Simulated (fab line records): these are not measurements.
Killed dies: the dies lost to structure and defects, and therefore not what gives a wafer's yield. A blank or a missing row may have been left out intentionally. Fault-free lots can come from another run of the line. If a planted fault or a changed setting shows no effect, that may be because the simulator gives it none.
What tool caused it? | flow sky130 | 33 wafers from 11 lots sampled at 6 of the route's 708 steps

## WHAT THE GAUGES SHOWED, per wafer
No reading from a measuring or inspecting step in the record can be judged against a usual standard deviation.

## WHICH TOOL RAN EACH LOT (tool, then ch and the chambers of the sampled wafers, then the start)
lot  | SKY_VIA2_STRIP_16                    | SKY_METAL3_SPUTTER_01        | SKY_CAPM_SPUTTER_02          | SKY_METAL3_ETCH_16                | SKY_METAL3_ETCH_17                 | SKY_PAD_OPEN_PROBE_99
L150 | plasma_asher-04 ch 0,1, day 36 01:19 | pvd_sputter-02, day 36 02:41 | pvd_sputter-01, day 36 02:55 | rie_metal-02 ch 0,1, day 38 07:52 | rie_diel-02 ch 0,1,2, day 38 07:58 | -
L149 | plasma_asher-01 ch 0,1, day 36 05:34 | pvd_sputter-02, day 36 06:52 | pvd_sputter-03, day 36 07:05 | rie_metal-02 ch 0, day 38 10:38   | rie_diel-01 ch 0,1, day 38 10:44   | -
L151 | plasma_asher-03 ch 0,1, day 36 15:10 | pvd_sputter-03, day 36 16:29 | pvd_sputter-01, day 36 16:41 | rie_metal-02 ch 0,1, day 38 19:58 | rie_diel-01 ch 0,1,3, day 38 20:04 | -
L153 | plasma_asher-03 ch 0,1, day 37 13:57 | pvd_sputter-02, day 37 15:17 | pvd_sputter-04, day 37 15:29 | rie_metal-02 ch 0,1, day 39 19:01 | rie_diel-03 ch 0,2,3, day 39 19:07 | -
L159 | plasma_asher-04 ch 0,1, day 39 09:47 | pvd_sputter-03, day 39 11:29 | pvd_sputter-04, day 39 11:42 | rie_metal-02 ch 0,1, day 41 13:07 | rie_diel-03 ch 0,2,3, day 41 13:11 | -
L160 | plasma_asher-04 ch 0,1, day 39 18:07 | pvd_sputter-02, day 39 19:32 | pvd_sputter-04, day 39 19:44 | rie_metal-02 ch 0,1, day 41 21:40 | rie_diel-01 ch 0,1,3, day 41 21:46 | -
L165 | plasma_asher-04 ch 0,1, day 40 23:49 | pvd_sputter-04, day 41 01:08 | pvd_sputter-03, day 41 01:22 | rie_metal-01 ch 0, day 43 00:34   | rie_diel-02 ch 0,2,3, day 43 00:40 | prober-01, day 49 09:56
L167 | plasma_asher-04 ch 0,1, day 41 06:52 | pvd_sputter-03, day 41 08:09 | pvd_sputter-04, day 41 08:22 | rie_metal-04 ch 0,1, day 43 08:38 | rie_diel-02 ch 0,1,2, day 43 08:44 | -
L169 | plasma_asher-03 ch 0,1, day 42 09:43 | pvd_sputter-02, day 42 11:01 | pvd_sputter-04, day 42 11:13 | rie_metal-01 ch 0,1, day 44 09:29 | rie_diel-01 ch 1,3, day 44 09:35   | -
L170 | plasma_asher-03 ch 0,1, day 42 21:13 | pvd_sputter-02, day 42 22:34 | pvd_sputter-03, day 42 22:47 | rie_metal-04 ch 0,1, day 44 21:20 | rie_diel-01 ch 0,2,3, day 44 21:26 | -
L172 | plasma_asher-01 ch 0,1, day 43 02:07 | pvd_sputter-03, day 43 03:34 | pvd_sputter-01, day 43 03:47 | rie_metal-02 ch 0, day 45 02:08   | rie_diel-03 ch 1,2,3, day 45 02:14 | -
- SKY_VIA2_STRIP_16: strips in O2/N2.
- SKY_METAL3_SPUTTER_01: material TiN, target thk 20 nm, time 16.7 s.
- SKY_CAPM_SPUTTER_02: material TiN, target thk 200 nm, time 166.7 s.
- SKY_METAL3_ETCH_16: etches BARC in N2/H2, stops on SiO2, time 88.2 s, target depth 60 nm.
- SKY_METAL3_ETCH_17: etches SiO2 in C4F8/O2/Ar, stops on TiN, time 3.9 s, target depth 15 nm.
- SKY_PAD_OPEN_PROBE_99

## AS READ BY THE TOOLS THEMSELVES (means over the sampled wafers that have a number; for cases with no such wafer, the mark the record gives instead)
SKY_VIA2_STRIP_16. Usual: drypump_motor_current_A 5.88 A, standard deviation 0.23; oes_product_au 0.398 a.u., standard deviation 0.0045; strip_time_to_endpoint_s 4.056 s, standard deviation 0.028.
lot  | tool            | drypump_motor_current_A (A) | oes_product_au (a.u.) | strip_time_to_endpoint_s (s) | flag
L150 | plasma_asher-04 | 5.91                        | 0.402                 | 4.055                        |
L149 | plasma_asher-01 | 5.68                        | 0.397                 | 4.042                        |
L151 | plasma_asher-03 | 6.05                        | 0.396                 | 4.045                        |
L153 | plasma_asher-03 | 6.05                        | 0.397                 | 4.074                        |
L159 | plasma_asher-04 | 5.93                        | 0.399                 | 4.069                        |
L160 | plasma_asher-04 | 5.93                        | 0.397                 | 4.041                        |
L165 | plasma_asher-04 | 5.94                        | 0.398                 | 4.061                        |
L167 | plasma_asher-04 | 5.90                        | 0.400                 | 4.053                        |
L169 | plasma_asher-03 | 6.04                        | 0.402                 | 4.093                        |
L170 | plasma_asher-03 | 5.80                        | 0.402                 | 4.063                        |
L172 | plasma_asher-01 | 5.65                        | 0.398                 | 4.058                        |

SKY_METAL3_SPUTTER_01. Usual: throttle_valve_pct at 29.9 %, with a standard deviation of 0.7.
lot  | tool           | throttle_valve_pct (%) | flag
L150 | pvd_sputter-02 | 29.7                   |
L149 | pvd_sputter-02 | 29.7                   |
L151 | pvd_sputter-03 | 30.5                   |
L153 | pvd_sputter-02 | 29.7                   |
L159 | pvd_sputter-03 | 30.9                   |
L160 | pvd_sputter-02 | 29.7                   |
L165 | pvd_sputter-04 | 29.7                   |
L167 | pvd_sputter-03 | 30.3                   |
L169 | pvd_sputter-02 | 29.3                   |
L170 | pvd_sputter-02 | 29.8                   |
L172 | pvd_sputter-03 | 30.3                   |

SKY_CAPM_SPUTTER_02. Usual: throttle_valve_pct at 29.9 %, with a standard deviation of 0.52.
lot  | tool           | throttle_valve_pct (%) | flag
L150 | pvd_sputter-01 | 29.8                   |
L149 | pvd_sputter-03 | 29.9                   |
L151 | pvd_sputter-01 | 30.0                   |
L153 | pvd_sputter-04 | 29.9                   |
L159 | pvd_sputter-04 | 29.8                   |
L160 | pvd_sputter-04 | 30.3                   |
L165 | pvd_sputter-03 | 29.8                   |
L167 | pvd_sputter-04 | 30.2                   |
L169 | pvd_sputter-04 | 29.9                   |
L170 | pvd_sputter-03 | 30.1                   |
L172 | pvd_sputter-01 | 29.4                   |

SKY_METAL3_ETCH_16. Usual: drypump_motor_current_A 5.7 A, standard deviation 0.39; h2_flow_sccm 200.0 sccm, standard deviation 0.51; oes_product_au 0.626 a.u., standard deviation 0.0047; run_length_s 116.6 s, standard deviation 0.39; throttle_valve_pct 13.206 %, standard deviation 0.0089.
lot  | tool         | drypump_motor_current_A (A) | h2_flow_sccm (sccm) | oes_product_au (a.u.) | run_length_s (s) | throttle_valve_pct (%) | flag
L150 | rie_metal-02 | 6.0                         | 199.8               | 0.623                 | 116.7            | 13.203                 |
L149 | rie_metal-02 | 6.2                         | 200.7               | 0.628                 | 116.9            | 13.200                 |
L151 | rie_metal-02 | 6.0                         | 200.6               | 0.621                 | 116.6            | 13.204                 |
L153 | rie_metal-02 | 6.0                         | 200.1               | 0.620                 | 117.1            | 13.211                 |
L159 | rie_metal-02 | 5.7                         | 199.9               | 0.596                 | 130.1            | 13.194                 | OFF
L160 | rie_metal-02 | 5.7                         | 199.7               | 0.586                 | 130.1            | 13.197                 | OFF
L165 | rie_metal-01 | 5.5                         | 199.9               | 0.629                 | 116.5            | 13.211                 |
L167 | rie_metal-04 | 5.4                         | 199.9               | 0.633                 | 116.5            | 13.198                 |
L169 | rie_metal-01 | 5.6                         | 199.8               | 0.627                 | 117.0            | 13.196                 |
L170 | rie_metal-04 | 5.7                         | 200.1               | 0.621                 | 116.3            | 13.208                 |
L172 | rie_metal-02 | 6.2                         | 200.1               | 0.626                 | 116.9            | 13.210                 |

SKY_METAL3_ETCH_17. Usual: oes_product_au at 0.754 a.u., with a standard deviation of 0.007.
lot  | tool        | oes_product_au (a.u.) | flag
L150 | rie_diel-02 | 0.752                 |
L149 | rie_diel-01 | 0.748                 |
L151 | rie_diel-01 | 0.756                 |
L153 | rie_diel-03 | 0.748                 |
L159 | rie_diel-03 | 0.740                 |
L160 | rie_diel-01 | 0.734                 |
L165 | rie_diel-02 | 0.761                 |
L167 | rie_diel-02 | 0.750                 |
L169 | rie_diel-01 | 0.762                 |
L170 | rie_diel-01 | 0.749                 |
L172 | rie_diel-03 | 0.750                 |

SKY_PAD_OPEN_PROBE_99. Usual: defect_limited_yield 82.5 %, standard deviation 2.1; killed_at_M0_to_M3 43, standard deviation 7.7; killed_at_M4_up 2.9, standard deviation 1.9; killed_at_contacts 24, standard deviation 5.9; killed_at_front_end 16, standard deviation 5.1; killed_at_other 0.3, standard deviation 0.63; killed_dies 86, standard deviation 10; killed_open 47, standard deviation 7.6; killed_short 39, standard deviation 6.8; sort_bin_3_pad_short 0.8 %, standard deviation 0.44; sort_bin_5_function 10.4 %, standard deviation 1.6; sort_bin_6_memory 6.3 %, standard deviation 1.1; sort_n_pass 406, standard deviation 10; sort_yield_pct 82.5 %, standard deviation 2.1.
lot  | tool      | defect_limited_yield (%) | killed_at_M0_to_M3 | killed_at_M4_up | killed_at_contacts | killed_at_front_end | killed_at_other | killed_dies | killed_open | killed_short | sort_bin_3_pad_short (%) | sort_bin_5_function (%) | sort_bin_6_memory (%) | sort_n_pass | sort_yield_pct (%) | flag
L165 | prober-01 | 82.3                     | 40                 | 4.0             | 25                 | 18                  | 0.0             | 87          | 44          | 43           | 1.1                      | 10.6                    | 6.0                   | 405         | 82.3               |

## THE ANSWER, worked out from the rows above alone
Rule: a lot is off if the mean of its wafers that have a number lies more than 3 standard deviations from the usual mean. A lot without any number at a reading at which 4 lots or more have one is off too. Where the step has rows for the other lots, those lots are counted as sound. Order of review: gauges by route order, followed by the tools' own readings, for which a lot's mean as printed above is used. The first step at which some lot is off is used, and at that step the reading that is off furthest; a lot without a number counts as furthest.
Off: L159, L160, at SKY_METAL3_ETCH_16 (run_length_s).
A tool fits if, at that step or a process step before it, it ran every lot that is off, and no sound lot after the first of them. Of those tried, none fits.

## WHAT THE SIMULATOR PUT IN
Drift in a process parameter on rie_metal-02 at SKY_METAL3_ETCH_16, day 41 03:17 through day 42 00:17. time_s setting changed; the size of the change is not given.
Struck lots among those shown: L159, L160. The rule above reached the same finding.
